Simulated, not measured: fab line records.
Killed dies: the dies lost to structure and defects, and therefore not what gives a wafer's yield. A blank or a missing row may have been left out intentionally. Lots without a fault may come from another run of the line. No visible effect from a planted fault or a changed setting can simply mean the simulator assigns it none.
A struck lot beside a sound one | flow sky130 | 36 steps out of a route of 708
Sound: these wafers, L651.1, L651.4, L651.5. Wafers L645.1, L645.5, L645.6 were the ones struck. The cause comes at the end.
At each step with rows: each side's tool, then ch and its chambers, then its first start. Under that, the readings that differ: sound wafers | struck wafers | difference of the means | sigmas: that difference in standard deviations of wafers without a fault.
alike: words and numbers the same on both sides, and readings whose means are apart by under 2 such deviations; not compared: readings that were withheld, readings missing a value for some wafer, numbers with overlapping values and no deviation given by the record, and bounds like >300 which may hide the same value.
A row with sigmas, a row that says differs or no value, or rows on one side alone: a step with any of these is where the two part. When numbers do not overlap yet have no deviation, they are printed without sigmas and do not part them. Lack of a reading on every wafer of one side parts them only where that side has two or more wafers.

first, 10 steps without rows for these wafers: SKY_POLY_CUT_ETCH_10 (etches BARC in N2/H2, stops on SiO2, time 45.9 s, target depth 60 nm); SKY_POLY_CUT_ETCH_11 (etches Si3N4 in CF4/CH2F2/Ar, stops on poly-Si, time 42.5 s, target depth 60 nm); SKY_POLY_CUT_STRIP_12 (strips in O2/N2); SKY_SD_P_DEHYDRATE_00 (time 60 s); SKY_SD_P_HMDS_01 (prime time 60 s); SKY_SD_P_COAT_02 (resist thk 1140 nm); SKY_SD_P_SOFTBAKE_03 (time 60 s); SKY_SD_P_EXPOSE_04 (exposes mask PSDM, target cd 380 nm); SKY_SD_P_PEB_05; SKY_SD_P_DEVELOP_06 (develop time 60 s).
SKY_SD_P_IMPLANT_09:
  sound on implanter-01 ch 0, day 32 17:55; struck on implanter-04 ch 0, day 31 11:04
  reading                   | sound                | struck               | difference | sigmas
  beam energy keV           | 19.992 19.998 19.992 | 24.882 24.874 24.880 | +4.885     | +99 or more
  model.implant.rp nm (nm)  | 17.35 17.35 17.35    | 20.54 20.54 20.54    | +3.19      |
  model.implant.drp nm (nm) | 9.746 9.746 9.746    | 11.36 11.36 11.36    | +1.61      |
SKY_SD_P_STRIP_10: strips in O2/N2.
  sound on plasma asher-02 ch 0,1, day 32 18:04; struck on plasma asher-02 ch 0,1, day 31 11:13
  reading                      | sound             | struck            | difference | sigmas
  oes product au (a.u.)        | 0.617 0.614 0.614 | 0.594 0.599 0.592 | -0.020     | -5
  strip time to endpoint s (s) | 17.46 17.51 17.47 | 18.27 18.22 18.22 | +0.76      | +18
  alike: chamber pressure mTorr, drypump motor current A
  not compared: rf hours counter h
SKY_SD_P_TW_MEAS_11:
  sound on film metro-02, day 32 18:10; struck on film metro-03, day 31 11:19
  reading | sound          | struck         | difference | sigmas
  SD_P_TW | 2827 2830 2827 | 2960 2967 2965 | +136       | +5
then, 21 steps without rows for these wafers: SKY_RES_XHIGH_DEHYDRATE_00 (time 60 s); SKY_RES_XHIGH_HMDS_01 (prime time 60 s); SKY_RES_XHIGH_COAT_02 (resist thk 1140 nm); SKY_RES_XHIGH_SOFTBAKE_03 (time 60 s); SKY_RES_XHIGH_EXPOSE_04 (exposes mask URPM, target cd 1270 nm); SKY_RES_XHIGH_PEB_05; SKY_RES_XHIGH_DEVELOP_06 (develop time 60 s); SKY_RES_XHIGH_IMPLANT_07; SKY_RES_XHIGH_STRIP_08 (strips in O2/N2); SKY_SD_N_DEHYDRATE_00 (time 60 s); SKY_SD_N_HMDS_01 (prime time 60 s); SKY_SD_N_COAT_02 (resist thk 1140 nm); SKY_SD_N_SOFTBAKE_03 (time 60 s); SKY_SD_N_EXPOSE_04 (exposes mask NSDM, target cd 380 nm); SKY_SD_N_PEB_05; SKY_SD_N_DEVELOP_06 (develop time 60 s); SKY_SD_N_IMPLANT_09; SKY_SD_N_IMPLANT_10; SKY_SD_N_STRIP_11 (strips in O2/N2); SKY_SD_N_CLEAN_13 (cleans in SC1/SC2, time 150 s); SKY_SD_N_RTA_14 (time 2 s).
-- the record jumps here: 2 days lie between the struck wafers' starts before and after --
SKY_SD_N_RS_MEAS_17: measures by four-point-probe.
  sound on film metro-03, day 35 00:02; struck on film metro-02, day 33 17:40
  reading          | sound             | struck            | difference | sigmas
  SD_P_RS (ohm/sq) | 147.4 147.0 147.1 | 132.5 132.4 132.6 | -14.7      | -39
-- here the record skips 16 days between the struck wafers' starts before and after, leaving off in module SD_N and picking up in module PAD_OPEN (first step shown: number 708 of the route) --
SKY_PAD_OPEN_PROBE_99:
  sound on prober-01, day 50 17:36; struck on prober-01, day 49 19:21
  reading                                 | sound                | struck               | difference | sigmas
  model.etest.res pdiff.line ohm um       | 1404 1400 1393       | 1260 1251 1254       | -144       |
  model.etest.res pdiff hv.rs ohm sq      | 191.9 190.6 190.9    | 175.3 174.4 175.1    | -16.2      |
  model.etest.res pdiff.rs ohm sq         | 197.7 195.5 196.6    | 183.9 184 183.2      | -12.9      |
  model.etest.sram pfet latch.drive ua um | 142.6 141.7 146.1    | 154.2 158.3 160.3    | +14.1      |
  model.etest.pfet_01v8.off log10 a um    | -9.395 -9.153 -9.177 | -9.105 -8.871 -8.794 | +0.318     |
  alike: killed_at_M0_to_M3, killed_at_M4_up, killed at contacts, killed at front end, killed at other, killed dies, killed open, killed short
  not compared: model.etest.pfet_01v8.r on ohm um, model.etest.pfet_01v8.drive ua um, model.etest.pfet_01v8_hvt.drive ua um

## WHERE THEY PART
Last at SKY_SD_N_RS_MEAS_17 as far as this record goes, first at SKY_SD_P_IMPLANT_09. Later steps at which nothing parts them and some readings are alike: SKY_PAD_OPEN_PROBE_99.

WHY: what the simulator had put in
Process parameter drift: implanter-04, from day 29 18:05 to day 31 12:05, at SKY_SD_P_IMPLANT_09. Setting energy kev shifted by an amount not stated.
